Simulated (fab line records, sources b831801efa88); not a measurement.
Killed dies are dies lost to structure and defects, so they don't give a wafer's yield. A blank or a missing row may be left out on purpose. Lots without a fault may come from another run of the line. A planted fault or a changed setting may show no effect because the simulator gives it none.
Which tool did it? | flow gf180mcu | 14 lots, 42 wafers sampled, at 4 steps of a route of 602

WHAT THE GAUGES READ, wafer by wafer
GF_VT_IMPLANT_TW_MEAS_32.
lot  | measured     | on            | VT_IMPLANT_3_TW
L195 | day 7 01:21  | film_metro-02 | 265.6 264.6 264.6
L196 | day 7 08:12  | film_metro-04 | 265.9 265.2 267.0
L197 | day 7 17:01  | film_metro-04 | 267.5 267.8 266.4
L198 | day 7 21:28  | film_metro-04 | 266.3 268.0 268.0
L200 | day 8 11:09  | film_metro-02 | 265.1 264.3 265.4
L201 | day 8 16:55  | film_metro-03 | 269.9 270.2 269.2
L204 | day 9 14:13  | film_metro-02 | 266.1 267.5 265.5
L207 | day 10 07:36 | film_metro-04 | 267.3 267.7 265.8
L209 | day 11 02:11 | film_metro-02 | 264.0 266.0 266.0
L211 | day 11 14:58 | film_metro-03 | 270.0 269.1 270.0
L214 | day 12 05:37 | film_metro-03 | 269.4 270.4 270.9
L215 | day 12 14:10 | film_metro-02 | 264.5 265.4 265.5
L216 | day 12 20:43 | film_metro-02 | 265.5 264.0 265.5
L217 | day 13 04:55 | film_metro-04 | 265.5 264.8 264.4

GF_HV_LDD_TW_MEAS_50.
lot  | measured     | on            | HV_LDD_4_TW
L195 | day 12 16:35 | film_metro-04 | 573 571 573
L196 | day 12 21:49 | film_metro-01 | 570 572 573
L197 | day 13 08:04 | film_metro-01 | 575 576 573
L198 | day 13 12:03 | film_metro-03 | 571 570 568
L200 | day 14 08:44 | film_metro-01 | 572 570 572
L201 | day 14 15:26 | film_metro-01 | 572 570 572
L204 | day 15 18:07 | film_metro-03 | 574 576 575
L207 | day 16 15:01 | film_metro-04 | 571 568 568
L209 | day 17 14:41 | film_metro-03 | 864 867 862 866 864 866
L211 | day 18 08:41 | film_metro-03 | 867 867 865 866 866 864
L214 | day 19 00:02 | film_metro-04 | 565 566 567
L215 | day 19 11:11 | film_metro-01 | 579 575 578
L216 | day 19 19:47 | film_metro-04 | 568 564 566
L217 | day 20 05:49 | film_metro-01 | 570 576 575

GF_NSD_OVL_MEAS_08.
lot  | measured     | on         | NSD_OVL (nm)
L195 | day 13 18:08 | overlay-02 | -1.4 -3.0 -1.6
L196 | day 13 22:08 | overlay-01 | -0.5 0.6 -0.6
L197 | day 14 08:50 | overlay-01 | 1.2 0.8 -0.1
L198 | day 14 13:10 | overlay-01 | -1.7 -0.4 -0.3
L200 | day 15 10:08 | overlay-02 | -1.3 -3.7 -2.1
L201 | day 15 15:59 | overlay-01 | -0.1 -1.8 -1.8
L204 | day 16 18:53 | overlay-01 | -2.4 -1.3 -1.5
L207 | day 17 17:08 | overlay-01 | -1.5 0.3 -0.5
L214 | day 20 03:02 | overlay-02 | -1.3 -2.9 -1.7
L215 | day 20 14:23 | overlay-02 | 1.6 -0.2 -2.4
L216 | day 20 22:38 | overlay-02 | -2.3 -2.0 -1.6
L217 | day 21 08:43 | overlay-02 | -2.6 -0.4 -1.8

WHICH TOOL RAN EACH LOT (tool, then ch and the chambers of the sampled wafers, then the start)
lot  | GF_HV_LDD_IMPLANT_48
L195 | implanter-01 ch 0, day 12 16:20
L196 | implanter-02 ch 0, day 12 21:34
L197 | implanter-04 ch 0, day 13 07:49
L198 | implanter-01 ch 0, day 13 11:50
L200 | implanter-02 ch 0, day 14 08:29
L201 | implanter-02 ch 0, day 14 15:13
L204 | implanter-01 ch 0, day 15 17:53
L207 | implanter-01 ch 0, day 16 14:46
L209 | implanter-02 ch 0, day 17 14:28
L211 | implanter-02 ch 0, day 18 08:26
L214 | implanter-04 ch 0, day 18 23:47
L215 | implanter-01 ch 0, day 19 10:56
L216 | implanter-04 ch 0, day 19 19:32
L217 | implanter-04 ch 0, day 20 05:36
- GF_HV_LDD_IMPLANT_48

WHAT THE TOOLS THEMSELVES READ (means of the sampled wafers that have a number; where no wafer has one, the mark that the record gives instead)
GF_HV_LDD_IMPLANT_48.
lot  | tool         | beam_on_s (s) | dose_ions_cm2 | faraday_current_uA
L195 | implanter-01 | 10.00         | 3e+13         | 169
L196 | implanter-02 | 10.14         | 3e+13         | 167
L197 | implanter-04 | 9.96          | 3e+13         | 170
L198 | implanter-01 | 10.11         | 3e+13         | 168
L200 | implanter-02 | 10.03         | 3e+13         | 169
L201 | implanter-02 | 9.99          | 3e+13         | 170
L204 | implanter-01 | 9.97          | 3e+13         | 170
L207 | implanter-01 | 9.93          | 3e+13         | 170
L209 | implanter-02 | 10.49         | 1e+14         | 599
L211 | implanter-02 | 10.49         | 1e+14         | 602
L214 | implanter-04 | 10.20         | 3e+13         | 166
L215 | implanter-01 | 10.01         | 3e+13         | 169
L216 | implanter-04 | 10.07         | 3e+13         | 168
L217 | implanter-04 | 10.09         | 3e+13         | 168

THE ANSWER, worked out from the rows above alone
Rule: what is usual is taken from the lots themselves. Put in order of their means at a reading, lots are off if they are a third of the lots or fewer, leave a main group of 4 or more, and stand apart from it by a gap of 3 or more times the standard deviation of the main group's means; of several such gaps the widest counts. A main group whose means are all the same, to the digits that the tables above print for the reading, isn't used. A lot without any number at a reading at which 4 lots or more have one is off too. The other lots that the step has rows for count as sound. The gauges are gone through in route order, then the tools' own readings, and for those a lot's mean is taken as printed above. The first step at which some lot is off is used, and at that step the reading that is off furthest; a lot without a number counts as furthest.
Off: L209, L211, at GF_HV_LDD_TW_MEAS_50 (HV_LDD_4_TW). The main group: mean 572, standard deviation 3.3.
A tool fits if, at a process step before that reading, it ran every lot that is off, and no sound lot after the first of them. The gauges at GF_HV_LDD_TW_MEAS_50 aren't tried: what is off there is off at GF_HV_LDD_IMPLANT_48 too, on other tools, and a gauge's error can't cause that. One fits: implanter-02 at GF_HV_LDD_IMPLANT_48. Its last sound lot is L201 (day 14 15:13), its first lot that is off L209 (day 17 14:28): a fault that began between those two fits.
The tool's own readings at GF_HV_LDD_IMPLANT_48 bear it out: on the lots that are off they differ by more than 5 times the standard deviation of the sound lots' means. beam_on_s reads 10.49 s there against 10.04 s on the sound lots; dose_ions_cm2 reads 1e+14 there against 3e+13 on the sound lots; faraday_current_uA reads 600 there against 169 on the sound lots.

WHAT THE SIMULATOR HAD PUT IN
Process parameter drift: implanter-02, from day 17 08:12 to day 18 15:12, at GF_HV_LDD_IMPLANT_48. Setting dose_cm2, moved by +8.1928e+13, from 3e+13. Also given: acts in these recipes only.
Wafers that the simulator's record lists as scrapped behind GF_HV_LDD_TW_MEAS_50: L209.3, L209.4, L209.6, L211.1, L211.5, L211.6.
Lots struck among those shown: L209, L211. The rule above found the same.
